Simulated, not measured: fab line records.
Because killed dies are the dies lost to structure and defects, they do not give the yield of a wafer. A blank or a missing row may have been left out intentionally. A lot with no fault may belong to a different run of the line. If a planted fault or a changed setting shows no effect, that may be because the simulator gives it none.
Problem report, 8D (eight disciplines) form, completed by code    flow gf180mcu    the parts of the form that need people (team, actions taken, sign-off) are left out

== 1. WHAT IS WRONG ==
On 3 wafers of 1 lot, run_length_s at GF_STI_WET_ETCH_26 has a mean of 83 s; fault-free wafers read 216 s, standard deviation 3.8. Measured from the usual mean, that is -35 standard deviations.
The step: etches SiO2 in dHF, target depth 94 nm, time 188 s.
The first sign was on wafer L516.2 at day 4 18:35, on wet_bench-04. The record holds 39 wafers of 13 lots with a number at this step. By rule, "out" or "out of limits" means more than 4 standard deviations away from the usual mean. The rest of the wafers with a number are treated as sound.

== 2. WHAT IT IS, WHAT IT ISN'T ==
question                     is                      is not
which readings at this step  run_length_s            -
which lots                   L516                    L504, L505, L506, L507, L508, L518, L519, L522, L523, L525, L526, L527
which wafers of those lots   all that have a number  -
read on which tools          wet_bench-04            wet_bench-01, wet_bench-03
when                         from day 4 18:35        up to then (15 sound wafers); but 21 sound wafers of L518, L519, L522, L523, L525, L526, L527 came after

== 3. THE SUSPECTS, EACH WITH WHAT RULES IT OUT ==
Counting: a tool stays on the suspect list if, at a process step up to the reading, it processed all lots that are out and no sound lot following the first of them.
- wet_bench-04 at GF_STI_WET_ETCH_26 (etches SiO2 in dHF, target depth 94 nm, time 188 s): ruled out as a lasting fault. The sound lots L526, L527 went through it after L516, its earliest lot that is out (day 4 18:35).
Left after counting: nothing in the record.

== 4. THE CAUSE (what the simulator had put in) ==
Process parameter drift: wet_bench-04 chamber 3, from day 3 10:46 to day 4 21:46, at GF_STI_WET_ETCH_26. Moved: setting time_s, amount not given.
Counting ruled it out, wrongly.

== 5. THE EFFECT CHAIN, in route order ==
Rows list readings where the struck wafers' mean (over those with a number) sits beyond 3 standard deviations from the usual. Readings are gone through only where the record gives a usual standard deviation; hours: the median, over the lots, of the time from a lot's start at the first step in this table giving one to that lot's start at this step; sigmas: the change measured in usual standard deviations.
hours  step                reading       usual  on struck wafers  change  sigmas
0      GF_STI_WET_ETCH_26  run_length_s  216 s  83                -133    -35
The process steps in it:
- GF_STI_WET_ETCH_26: etches SiO2 in dHF, target depth 94 nm, time 188 s.

== 6. HOW IT WOULD HAVE BEEN CAUGHT EARLIER ==
The fault began at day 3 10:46; the first out-of-limits reading in this record came at day 4 18:35, 32 hours later.
